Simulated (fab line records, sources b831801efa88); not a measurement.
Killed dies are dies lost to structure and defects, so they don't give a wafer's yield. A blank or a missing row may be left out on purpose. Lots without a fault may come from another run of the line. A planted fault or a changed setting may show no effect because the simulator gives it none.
fab line records | flow sky130
record lots=6 wafers=14 last_day=50
route steps=708 shown VIA3@586 METAL4@598 PAD_OPEN@708
lots that met no fault: from a run of the same line without faults
start_h: hours from the record's first day to the start of the lot's first wafer shown | wait_h: hours since the lot's step before | " the same as in the row above | L1.1+2: a row that stands for several wafers | - no value, or no start given | * or withheld: withheld | < > ~ a bound
route shown NAME@n: a module of which the file shows steps, and the number in the route of the first | usual: mean/standard deviation of fault-free wafers | same: alike in all rows | chamber/n: place in a boat | sites: the reading at each site | _std_site: their standard deviation | _edge_site: outer sites' mean less inner sites' | radius_mm: how far each site lies from the wafer's centre | mask NAME#n: copy n | behind: the tool/chamber that last shaped the wafer | hold: why the lot was held/for how many hours/how that ended | device: the transistor (n, p or np) that didn't switch | end of line: the same wafers' tests at the end of the route | a step without rows: its recipe alone | killed: dies lost to structure and defects at the first sort, not the wafer's yield | map: a wafer's dies, x killed, . not, _ none there
set.NAME: the setting as run; set.NAME@STEP: as run at that earlier step | model.NAME: the simulator's own value behind a step, which no gauge read
lots at some steps of the route; a table a step, a row a wafer
services: from which hour (start_h, from the record's first day; less than 0 if before it) a tool's chamber was out of use, for how many hours, and why
## steps
# step SKY_VIA3_OVL_MEAS_13
# usual VIA3_OVL=1/5.1
# columns lot.wafer tool chamber start_h wait_h VIA3_OVL[nm]
L621.3 overlay-02 - 973.09 0.1 1
L621.5 " - " " 6
L621.6 " - " " 3
L627.1 overlay-02 - 1001.66 0.1 7
L627.2 " - " " 4
L627.4 " - " " 4
L632.1 overlay-01 - 1027.51 0.1 -5
L632.4 " - " " -3
L632.5 " - " " -6
L634.3 overlay-02 - 1048.47 0.1 -3
L634.4 " - " " 0
L634.5 " - " " 0
L639.3 overlay-01 - 1075.47 0.1 3
L640.1 overlay-01 - 1079.26 0.1 5
# step SKY_VIA3_ETCH_14
# recipe chemistry=N2/H2 target=BARC ion_energy_ev=200 source_w=491.3 bias_w=100 pressure_mtorr=30 n2_flow_sccm=100 h2_flow_sccm=200 stop_on=SiO2 time_s=45.9 target_depth_a=600
# usual drypump_motor_current_A=5.9/0.42 h2_flow_sccm=200.0/0.57 oes_product_au=0.855/0.0053 throttle_valve_pct=13.224/0.0093
# columns lot.wafer tool chamber start_h wait_h drypump_motor_current_A h2_flow_sccm oes_product_au rf_hours_counter_h throttle_valve_pct
L621.3 rie_diel-01 1 973.11 0.0 6.1 200.1 0.851 0 13.219
L621.5 " 3 " " 5.1 200.3 0.861 - 13.216
L621.6 " 0 " " 6.2 199.6 0.853 - 13.234
L627.1 rie_diel-04 1 1001.70 0.0 5.4 199.4 0.854 23 13.235
L627.2 " 2 " " 6.2 200.1 0.857 7 13.224
L627.4 " 3 " " 6.1 199.6 0.862 7 13.222
L632.1 rie_diel-01 2 1027.55 0.0 5.7 200.9 0.855 24 13.237
L632.4 " 3 " " 5.1 200.4 0.851 18 13.225
L632.5 " 1 " " 6.0 199.1 0.848 - 13.221
L634.3 rie_diel-01 0 1048.50 0.0 6.2 200.2 0.859 12 13.231
L634.4 " 1 " " 6.1 200.0 0.842 - 13.219
L634.5 " 3 " " 5.1 200.4 0.844 - 13.227
L639.3 rie_diel-01 1 1075.50 0.0 6.0 200.7 0.860 3 13.234
L640.1 rie_diel-03 0 1079.30 0.0 6.1 199.4 0.850 24 13.208
# step SKY_VIA3_ETCH_15
# recipe target=SiO2 chemistry=C4F8/O2/Ar target_depth_nm=507 stop_on=TiN mask_material=KrF-thick source_w=1500 bias_w=1200 pressure_mtorr=40 c4f8_flow_sccm=withheld O2_flow_sccm=6 Ar_flow_sccm=300 time_s=78
# usual oes_product_au=0.946/0.005
# columns lot.wafer tool chamber start_h wait_h oes_product_au rf_hours_counter_h
L621.3 rie_diel-01 1 973.15 0.0 0.944 0
L621.5 " 3 " " 0.944 -
L621.6 " 0 " " 0.943 -
L627.1 rie_diel-04 1 1001.74 0.0 0.950 23
L627.2 " 2 " " 0.941 7
L627.4 " 3 " " 0.950 7
L632.1 rie_diel-01 2 1027.59 0.0 0.938 24
L632.4 " 3 " " 0.948 18
L632.5 " 1 " " 0.952 -
L634.3 rie_diel-01 0 1048.54 0.0 0.933 12
L634.4 " 1 " " 0.951 -
L634.5 " 3 " " 0.945 -
L639.3 rie_diel-01 1 1075.54 0.0 0.947 3
L640.1 rie_diel-03 0 1079.34 0.0 0.954 24
# step SKY_VIA3_STRIP_16
# recipe chemistry=O2/N2 power_w=1400 pressure_mtorr=1500 platen_temp_c=withheld o2_flow_sccm=3000 n2_flow_sccm=300 overash_fraction=0.5
# step SKY_VIA3_STRIP_17
# recipe chemistry=post_etch_residue_remover time_s=1200 temp_c=72.5
# step SKY_VIA3_CLEAN_18
# recipe chemistry=IPA time_s=180 temp_c=25
# step SKY_VIA3_CLEAN_19
# recipe chemistry=O3/DIW dry=n2_spin
# step SKY_VIA3_SPUTTER_20
# recipe material=TiN target_thk_nm=20 chamber_pressure_pa=5 power_w=4000 time_s=80
# usual throttle_valve_pct=30.3/1.2
# columns lot.wafer tool chamber start_h wait_h throttle_valve_pct
L621.3 pvd_sputter-04 - 973.81 0.0 28.8
L621.5 " - " " 31.4
L621.6 " - " " 31.0
L627.1 pvd_sputter-01 - 1002.39 0.0 31.7
L627.2 " - " " 31.1
L627.4 " - " " 29.7
L632.1 pvd_sputter-04 - 1028.24 0.0 28.5
L632.4 " - " " 31.8
L632.5 " - " " 28.3
L634.3 pvd_sputter-04 - 1049.23 0.0 28.6
L634.4 " - " " 28.5
L634.5 " - " " 28.6
L639.3 pvd_sputter-03 - 1076.19 0.0 29.4
L640.1 pvd_sputter-01 - 1079.99 0.0 31.8
# step SKY_VIA3_CVD_21
# recipe material=W target_thk_nm=390 time_s=117.31 temp_c=400 pressure_torr=40
# usual heater_power_outer_w=501/38 heater_power_w=832/35
# columns lot.wafer tool chamber start_h wait_h heater_power_outer_w heater_power_w
L621.3 cvd_w-02 1 973.91 0.1 457 800
L621.5 " 0 " " 493 825
L621.6 " 1 " " 456 767
L627.1 cvd_w-01 0 1002.46 0.0 552 891
L627.2 " 1 " " 490 835
L627.4 " 0 " " 570 885
L632.1 cvd_w-01 0 1028.30 0.0 555 877
L632.4 " 0 " " 563 885
L632.5 " 0 " " 558 910
L634.3 cvd_w-02 1 1049.33 0.1 473 782
L634.4 " 0 " " 506 820
L634.5 " 1 " " 467 809
L639.3 cvd_w-01 1 1076.29 0.1 490 851
L640.1 cvd_w-01 1 1080.05 0.0 484 815
# step SKY_VIA3_RS_MEAS_22
# recipe thk_meas_gauge=four-point-probe reads=W_of_VIA3_CVD_21+TiN_of_VIA3_SPUTTER_20
# usual VIA3_W_RS=0.292/0.0036
# columns lot.wafer tool chamber start_h wait_h VIA3_W_RS[ohm/sq]
L621.3 film_metro-01 - 974.04 0.1 0.287
L621.5 " - " " 0.294
L621.6 " - " " 0.288
L627.1 film_metro-01 - 1002.58 0.1 0.286
L627.2 " - " " 0.289
L627.4 " - " " 0.287
L632.1 film_metro-01 - 1028.43 0.1 0.288
L632.4 " - " " 0.289
L632.5 " - " " 0.288
L634.3 film_metro-04 - 1049.46 0.1 0.292
L634.4 " - " " 0.289
L634.5 " - " " 0.294
L639.3 film_metro-02 - 1076.42 0.1 0.295
L640.1 film_metro-04 - 1080.18 0.1 0.292
# step SKY_VIA3_THK_MEAS_23
# recipe thk_meas_gauge=xrf reads=W_of_VIA3_CVD_21
# usual VIA3_W_THK=403/7.6
# columns lot.wafer tool chamber start_h wait_h VIA3_W_THK[nm]
L621.3 film_metro-01 - 974.14 0.1 410
L621.5 " - " " 399
L621.6 " - " " 410
L627.1 film_metro-01 - 1002.70 0.1 409
L627.2 " - " " 406
L627.4 " - " " 406
L632.1 film_metro-01 - 1028.55 0.1 397
L632.4 " - " " 398
L632.5 " - " " 400
L634.3 film_metro-04 - 1049.56 0.1 407
L634.4 " - " " 409
L634.5 " - " " 399
L639.3 film_metro-02 - 1076.52 0.1 400
L640.1 film_metro-04 - 1080.30 0.1 403
# step SKY_VIA3_CMP_24
# recipe stop_on=SiO2 t_overpolish_s=20 down_force_psi=3.5 platen_rpm=60 target_thk_nm=0 pad_velocity_m_s=0.94248
# usual motor_current_A=10.9/0.85 overpolish_run_s=20.001/0.009 platen_rpm=60.00/0.036 time_to_endpoint_s=96/3.9
# columns lot.wafer tool chamber start_h wait_h motor_current_A overpolish_run_s platen_rpm time_to_endpoint_s
L621.3 cmp-02 3 974.33 0.2 11.9 20.011 59.98 95
L621.5 " 0 " " 11.0 20.005 59.95 99
L621.6 " 1 " " 10.7 19.990 59.99 94
L627.1 cmp-02 3 1002.81 0.1 12.0 19.995 59.98 93
L627.4 " 0 " " 11.4 20.003 60.00 92
L627.2 " 1 " " 11.8 19.991 59.94 88
L632.1 cmp-01 2 1028.61 0.1 11.7 19.986 59.98 98
L632.4 " 3 " " 9.5 19.997 60.01 98
L632.5 " 2 " " 11.3 20.000 59.98 98
L634.3 cmp-01 0 1049.60 0.0 11.2 20.015 59.93 94
L634.4 " 3 " " 9.6 20.023 59.95 103
L634.5 " 1 " " 10.8 19.995 59.94 99
L639.3 cmp-01 2 1076.66 0.1 12.3 20.006 60.03 95
L640.1 cmp-01 3 1080.46 0.1 9.2 19.991 59.98 95
# step SKY_METAL4_SPUTTER_00
# recipe material=Ti target_thk_nm=15 power_w=3000 time_s=10 chamber_pressure_pa=0.4
# usual throttle_valve_pct=30.2/1.1
# columns lot.wafer tool chamber start_h wait_h throttle_valve_pct model.Ti_of_METAL4_SPUTTER_00.thk_nm
L621.3 pvd_sputter-02 - 974.48 0.1 29.4 15.4
L621.5 " - " " 29.4 15.3
L621.6 " - " " 31.5 15.56
L627.1 pvd_sputter-03 - 1003.06 0.2 30.0 15.33
L627.2 " - " " 31.9 15.03
L627.4 " - " " 28.2 15.03
L632.1 pvd_sputter-03 - 1028.91 0.2 29.9 15.25
L632.4 " - " " 28.7 14.92
L632.5 " - " " 30.1 15.27
L634.3 pvd_sputter-01 - 1049.90 0.2 30.4 15.12
L634.4 " - " " 29.8 15.11
L634.5 " - " " 30.7 14.96
L639.3 pvd_sputter-02 - 1076.86 0.1 29.7 13.7
L640.1 pvd_sputter-02 - 1080.66 0.1 29.7 13.82
# step SKY_METAL4_SPUTTER_01
# recipe material=TiN target_thk_nm=20 power_w=6500 time_s=16.7 chamber_pressure_pa=0.4
# step SKY_PAD_OPEN_PROBE_99
# usual killed_at_M0_to_M3=44/6.7 killed_at_M4_up=3.1/1.8 killed_at_contacts=24/5.1 killed_at_front_end=16/4.7 killed_at_other=0.3/0.59 killed_dies=88/9.6 killed_open=48/7.3 killed_short=39/6.5
# same gross_dies=492 killed_at_back_side=0
# columns lot.wafer tool chamber start_h wait_h killed_at_M0_to_M3 killed_at_M4_up killed_at_contacts killed_at_front_end killed_at_other killed_dies killed_open killed_short model.etest.tip_p.rs_ohm_sq model.etest.pfet_01v8.r_on_ohm_um model.etest.pfet_01v8.drive_ua_um model.etest.pfet_01v8_mvt.drive_ua_um model.etest.pfet_01v8_hvt.drive_ua_um model.etest.pfet_01v8_mvt.off_log10_a_um model.etest.pfet_01v8.off_log10_a_um model.etest.sram_pfet_latch.off_log10_a_um
L621.3 prober-01 - 1115.24 0.2 43 2 33 21 0 99 50 49 6757 2934 189 154.1 142.2 -10.39 -9.966 -12.95
L621.5 prober-01 - 1115.34 0.2 33 3 24 17 0 77 35 42 6846 2909 194.5 153.8 144.8 -10.69 -9.847 -12.79
L621.6 prober-01 - 1115.39 0.2 30 6 29 17 0 82 37 45 6700 2914 193.9 154.3 144.6 -10.22 -9.384 -12.57
L627.1 prober-02 - 1139.85 0.1 47 7 22 18 1 95 56 39 6807 2835 197.4 156.4 146.5 -10.05 -9.229 -12.61
L627.2 prober-02 - 1139.90 0.1 46 3 29 16 0 94 55 39 6779 2807 200.1 156.7 148.3 -10.17 -9.174 -12.15
L627.4 prober-02 - 1140.00 0.2 47 3 28 15 0 93 60 33 6813 2904 193.9 153.6 143.3 -10.35 -9.5 -12.57
L632.1 prober-01 - 1159.91 0.1 41 2 26 16 0 85 48 36 6906 2920 192.5 149.6 142.7 -10.84 -9.758 -12.73
L632.4 prober-01 - 1160.06 0.2 51 5 22 9 0 87 46 41 6915 2903 191.6 150.3 144.3 -10.95 -9.802 -12.97
L632.5 prober-01 - 1160.11 0.2 47 2 25 14 0 88 47 40 6939 2925 190.1 149.3 141.4 -11.06 -10.03 -13.12
L634.3 prober-01 - 1176.33 0.2 50 2 22 11 0 85 48 36 6887 2872 194 151 142.9 -10.99 -9.838 -12.76
L634.4 prober-01 - 1176.38 0.2 56 5 11 9 0 81 50 30 6889 2830 197 153.7 145.1 -10.88 -9.79 -12.61
L634.5 prober-01 - 1176.43 0.2 49 4 27 15 0 95 48 47 6902 2838 197 152.7 145.5 -10.91 -9.647 -12.81
L639.3 prober-02 - 1197.52 0.2 48 4 18 27 1 98 52 46 7188 3026 181.4 139.4 133.1 -11.84 -10.68 -13.37
L640.1 prober-01 - 1198.51 0.1 45 2 18 18 0 83 53 29 7054 2959 187.6 145 139.3 -11.23 -10.1 -13.17
# killed by level:class
L621.3 CONTACT:geometric_particle:open=14 VIA1:geometric_particle:open=9 FIELD_ISO:geometric_particle:short=7 CONTACT:geometric_particle:short=7 FIELD_ISO:geometric_particle:open=6 VIA3:geometric_particle:open=5 VIA2:geometric_particle:short=5 METAL3:geometric_particle:short=5
L621.5 CONTACT:geometric_particle:open=9 VIA1:geometric_particle:open=7 METAL1:geometric_particle:short=6 POLY_GATE:geometric_particle:short=5 LOCAL_INTERCONNECT:geometric_particle:short=5 VIA3:geometric_particle:open=5 FIELD_ISO:geometric_particle:open=4 SPACER:geometric_particle:short=4
L621.6 CONTACT:geometric_particle:short=10 CONTACT:geometric_particle:open=10 VIA1:geometric_particle:open=7 POLY_GATE:geometric_particle:open=6 METAL1:geometric_particle:short=6 LOCAL_INTERCONNECT:geometric_particle:short=5 METAL2:geometric_particle:short=5 FIELD_ISO:geometric_particle:short=4
L627.1 VIA1:geometric_particle:open=11 LI_CONTACT:geometric_particle:open=10 VIA2:geometric_particle:open=10 CONTACT:geometric_particle:open=8 VIA1:geometric_particle:short=7 FIELD_ISO:geometric_particle:short=6 FIELD_ISO:geometric_particle:open=5 POLY_GATE:geometric_particle:open=5
L627.2 LI_CONTACT:geometric_particle:open=12 VIA1:geometric_particle:open=12 CONTACT:geometric_particle:open=8 VIA2:geometric_particle:open=7 METAL2:geometric_particle:short=7 METAL1:geometric_particle:short=6 FIELD_ISO:geometric_particle:short=5 LI_CONTACT:geometric_particle:short=5
L627.4 VIA1:geometric_particle:open=17 LI_CONTACT:geometric_particle:open=11 VIA2:geometric_particle:open=7 METAL2:geometric_particle:short=6 LOCAL_INTERCONNECT:geometric_particle:short=5 CONTACT:geometric_particle:open=5 VIA3:geometric_particle:open=4 FIELD_ISO:geometric_particle:open=4
L632.1 CONTACT:geometric_particle:open=12 VIA1:geometric_particle:short=10 VIA1:geometric_particle:open=9 VIA2:geometric_particle:open=8 LOCAL_INTERCONNECT:geometric_particle:short=7 METAL1:geometric_particle:short=6 FIELD_ISO:geometric_particle:short=5 LI_CONTACT:geometric_particle:open=4
L632.4 VIA1:geometric_particle:open=15 CONTACT:geometric_particle:open=8 VIA2:geometric_particle:open=7 METAL2:geometric_particle:short=6 POLY_GATE:geometric_particle:short=5 VIA3:geometric_particle:short=5 METAL4:geometric_particle:short=5 LI_CONTACT:geometric_particle:open=4
L632.5 VIA2:geometric_particle:open=10 METAL1:geometric_particle:short=10 CONTACT:geometric_particle:open=8 VIA1:geometric_particle:open=8 LI_CONTACT:geometric_particle:open=6 METAL2:geometric_particle:short=6 CONTACT:geometric_particle:short=5 VIA1:geometric_particle:short=4
L634.3 VIA1:geometric_particle:open=13 CONTACT:geometric_particle:open=10 METAL2:geometric_particle:short=8 METAL1:geometric_particle:short=7 VIA3:geometric_particle:open=6 FIELD_ISO:geometric_particle:open=5 LOCAL_INTERCONNECT:geometric_particle:short=4 VIA1:geometric_particle:short=4
L634.4 VIA1:geometric_particle:open=17 VIA3:geometric_particle:open=9 METAL1:geometric_particle:short=6 VIA3:geometric_particle:short=5 VIA2:geometric_particle:open=4 LI_CONTACT:geometric_particle:open=4 CONTACT:geometric_particle:open=4 METAL1:geometric_particle:open=4
L634.5 VIA1:geometric_particle:open=14 VIA3:geometric_particle:open=8 FIELD_ISO:geometric_particle:short=7 METAL1:geometric_particle:short=6 LI_CONTACT:geometric_particle:short=5 LI_CONTACT:geometric_particle:open=5 LOCAL_INTERCONNECT:geometric_particle:short=5 CONTACT:geometric_particle:open=5
L639.3 VIA1:geometric_particle:open=12 VIA3:geometric_particle:open=10 FIELD_ISO:geometric_particle:short=9 METAL3:geometric_particle:short=7 POLY_GATE:geometric_particle:open=6 METAL2:geometric_particle:short=6 FIELD_ISO:geometric_particle:open=5 LI_CONTACT:geometric_particle:short=5
L640.1 VIA1:geometric_particle:open=11 VIA2:geometric_particle:open=9 FIELD_ISO:geometric_particle:open=8 CONTACT:geometric_particle:open=6 METAL2:geometric_particle:short=5 POLY_GATE:geometric_particle:short=4 LI_CONTACT:geometric_particle:short=4 LI_CONTACT:geometric_particle:open=4
## services
# columns tool chamber start_h hours kind
cmp-02 - 951.06 21.4 pm
rie_diel-01 1 956.77 - clean
rie_diel-01 1 956.77 15.3 scheduled_down
rie_diel-01 1 956.77 15.3 vent_cycle
rie_diel-03 3 975.32 7.8 repair
cvd_w-02 - 981.45 2.8 pm
rie_diel-03 3 987.66 3.5 repair
cmp-02 - 990.19 1.6 repair
rie_diel-03 1 997.41 16.0 repair
pvd_sputter-03 1 1003.21 - consumable_replace:kit
pvd_sputter-03 1 1003.21 18.0 scheduled_down
cvd_w-01 0 1003.38 18.7 repair
pvd_sputter-02 - 1008.85 1.6 repair
pvd_sputter-04 3 1009.75 - consumable_replace:kit
pvd_sputter-04 3 1009.75 18.0 scheduled_down
pvd_sputter-04 3 1009.75 18.0 vent_cycle
cmp-02 - 1011.68 4.4 pm
cmp-01 - 1014.27 4.6 repair
cvd_w-01 - 1025.35 2.8 pm
rie_diel-03 3 1025.41 14.9 repair
pvd_sputter-01 - 1040.28 6.3 repair
rie_diel-01 2 1047.04 2.9 repair
cmp-01 - 1052.83 3.3 repair
rie_diel-03 3 1067.15 15.6 repair
## key
first_sign none at tools or gauges
model_effect step=SKY_METAL4_SPUTTER_00 value=Ti_of_METAL4_SPUTTER_00.thk_nm without=15.32 struck=13.76
model_effect step=SKY_PAD_OPEN_PROBE_99 value=etest.tip_p.rs_ohm_sq without=6853 struck=7121
met_at SKY_METAL4_SPUTTER_00
struck_wafers L639.3,L640.1
tester_left_out L639,L640
also_fits time
earlier_fault kind=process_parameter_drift tool=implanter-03 chamber=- onset_h=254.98 steps=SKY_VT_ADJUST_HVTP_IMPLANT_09 channel=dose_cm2 offset=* shape=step end_h=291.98 acts_in=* stated=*
fault kind=process_parameter_drift tool=pvd_sputter-02 chamber=- onset_h=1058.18 steps=SKY_METAL4_SPUTTER_00 channel=time_s offset=* shape=step acts_in=* stated=* scope=struck_wafers_only
# tester_left_out: of these lots the tester's yield and bins aren't shown, on N5 and GAA mostly nor the transistor test; their killed dies are dies lost to structure and defects alone, not to doping, threshold or leakage, so they don't give the yield
